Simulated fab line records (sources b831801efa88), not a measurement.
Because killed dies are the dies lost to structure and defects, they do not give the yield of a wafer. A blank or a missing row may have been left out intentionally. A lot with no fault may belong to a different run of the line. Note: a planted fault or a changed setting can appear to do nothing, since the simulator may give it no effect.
Which tool is to blame? | flow gf180mcu | 14 lots, 42 wafers sampled, at 2 steps of a route of 602

WHAT THE GAUGES READ, wafer by wafer
GF_V5_RS_MEAS_24: measurement is done with a four-point probe. Usual: for V5_W_RS the level is 0.3278 ohm/sq and the standard deviation is 0.0029.
lot  | measured     | on            | V5_W_RS (ohm/sq)     | flag
L174 | day 27 20:04 | film-metro-03 | 0.3288 0.3305 0.3254 |
L175 | day 28 02:00 | film-metro-04 | 0.3304 0.3291 0.3247 |
L176 | day 28 18:28 | film-metro-04 | 0.3295 0.3280 0.3312 |
L177 | day 28 22:02 | film-metro-03 | 0.3308 0.3275 0.3264 |
L179 | day 29 09:22 | film-metro-03 | 0.3249 0.3246 0.3234 |
L178 | day 29 13:19 | film-metro-04 | 0.3272 0.3290 0.3275 |
L180 | day 29 14:01 | film-metro-04 | 0.3273 0.3262 0.3286 |
L181 | day 30 00:10 | film-metro-03 | 0.3321 0.3285 0.3276 |
L182 | day 30 08:01 | film-metro-04 | 0.3256 0.3221 0.3245 |
L184 | day 31 00:26 | film-metro-01 | 0.3338 0.3314 0.3335 |
L185 | day 31 04:55 | film-metro-03 | 0.3294 0.3266 0.3330 |
L187 | day 31 15:19 | film-metro-04 | 0.3263 0.3253 0.3254 |
L188 | day 31 23:38 | film-metro-04 | 0.3234 0.3288 0.3307 |
L197 | day 33 23:58 | film-metro-04 | 0.3260 0.3328 0.3253 |

TOOL THAT RAN EACH LOT (tool first, then ch and the chambers of the sampled wafers, then the start)
lot  | GF_V5_SPUTTER_21
L174 | pvd-sputter-04, day 27 19:50
L175 | pvd-sputter-04, day 28 01:41
L176 | pvd-sputter-03, day 28 18:13
L177 | pvd-sputter-01, day 28 21:48
L179 | pvd-sputter-01, day 29 09:08
L178 | pvd-sputter-04, day 29 13:03
L180 | pvd-sputter-01, day 29 13:46
L181 | pvd-sputter-04, day 29 23:56
L182 | pvd-sputter-01, day 30 07:47
L184 | pvd-sputter-03, day 31 00:14
L185 | pvd-sputter-04, day 31 04:41
L187 | pvd-sputter-04, day 31 15:05
L188 | pvd-sputter-04, day 31 23:25
L197 | pvd-sputter-03, day 33 23:44
- GF_V5_SPUTTER_21: material Ti, target thk 15 nm, time 80.02 s.

WHAT THE TOOLS THEMSELVES READ (means of the sampled wafers that have a number; where no wafer has one, the mark that the record gives instead)
GF_V5_SPUTTER_21. Usual: substrate-temp-c 200.00 C, standard deviation 0.17; throttle-valve-pct 30.6 %, standard deviation 0.98.
lot  | tool           | substrate-temp-c (C) | throttle-valve-pct (%) | flag
L174 | pvd-sputter-04 | 199.91               | 31.3                   |
L175 | pvd-sputter-04 | 200.03               | 30.6                   |
L176 | pvd-sputter-03 | 200.07               | 31.1                   |
L177 | pvd-sputter-01 | 200.10               | 30.9                   |
L179 | pvd-sputter-01 | 199.85               | 30.8                   |
L178 | pvd-sputter-04 | 200.06               | 29.2                   |
L180 | pvd-sputter-01 | 200.02               | 30.3                   |
L181 | pvd-sputter-04 | 200.12               | 29.7                   |
L182 | pvd-sputter-01 | 199.88               | 30.7                   |
L184 | pvd-sputter-03 | 199.93               | 31.1                   |
L185 | pvd-sputter-04 | 200.05               | 30.3                   |
L187 | pvd-sputter-04 | 200.03               | 31.1                   |
L188 | pvd-sputter-04 | 200.17               | 29.7                   |
L197 | pvd-sputter-03 | 199.92               | 30.7                   |

THE ANSWER, worked out from the rows above alone
Rule: take the mean of a lot's wafers that have a number; if it is more than 3 standard deviations from the usual mean, the lot is off. A lot without any number at a reading at which 4 lots or more have one is off too. Where the step has rows for the other lots, those lots are counted as sound. The gauges are gone through in route order, then the tools' own readings, and for those a lot's mean is taken as printed above. At the first step where some lot is off, the reading lying furthest off is the one used; lots without a number count as furthest.
None of the lots is off at any reading shown; this tells nothing.

WHAT THE SIMULATOR PUT IN
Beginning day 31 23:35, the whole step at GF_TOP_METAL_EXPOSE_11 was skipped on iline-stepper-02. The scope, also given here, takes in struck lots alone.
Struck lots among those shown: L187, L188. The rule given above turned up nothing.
